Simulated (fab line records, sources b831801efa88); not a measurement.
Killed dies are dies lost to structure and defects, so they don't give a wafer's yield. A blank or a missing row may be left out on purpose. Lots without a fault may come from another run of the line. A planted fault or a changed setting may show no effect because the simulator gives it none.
Chamber matching | flow gf180mcu | GF_V5_CMP_26 on cmp-01: 4 sister chambers
The step polishes, stops on SiO2, t overpolish 15 s, target thk 0 nm. 4 wafers are shown with their chamber, then 12 later ones without.

WAFERS WITH THEIR CHAMBER
wafer  | chamber | motor_current_A (A)
L085.5 | 0       | 9.9
L087.1 | 2       | 12.6
L087.2 | 3       | 12.6
L087.4 | 1       | 9.2

WAFERS WITHOUT THEIR CHAMBER
wafer  | motor_current_A (A)
L089.2 | 9.7
L089.4 | 9.8
L089.6 | 13.6
L093.2 | 9.7
L093.3 | 9.7
L093.6 | 11.9
L094.2 | 12.8
L094.5 | 9.6
L094.6 | 12.2
L096.1 | 12.5
L096.2 | 9.8
L096.6 | 9.3

WHICH CHAMBER EACH WENT THROUGH
wafer  | from the rows above     | in truth
L089.2 | can't be placed: 0 or 1 | 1
L089.4 | can't be placed: 0 or 1 | 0
L089.6 | can't be placed: 2 or 3 | 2
L093.2 | can't be placed: 0 or 1 | 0
L093.3 | can't be placed: 0 or 1 | 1
L093.6 | can't be placed: 2 or 3 | 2
L094.2 | can't be placed: 2 or 3 | 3
L094.5 | can't be placed: 0 or 1 | 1
L094.6 | can't be placed: 2 or 3 | 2
L096.1 | can't be placed: 2 or 3 | 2
L096.2 | can't be placed: 0 or 1 | 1
L096.6 | can't be placed: 1 or 0 | 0
Placed correctly: 0 of 12. Can't be placed from these rows: 12 (the true chamber is among the candidates in 12). Placed wrongly: 0.
How it was worked out, from the rows above alone: a wafer's distance from a chamber is the root of the sum, over the readings, of the square of ((its reading less the chamber's mean) divided by the reading's scatter). The wafer belongs to the nearest chamber; if the next one is less than 2 further off, it can't be placed. A chamber's mean is the mean of its shown wafers. The scatter: with one shown wafer a chamber, the root of the mean of the squares of how far each hidden wafer lies from its nearest shown one.
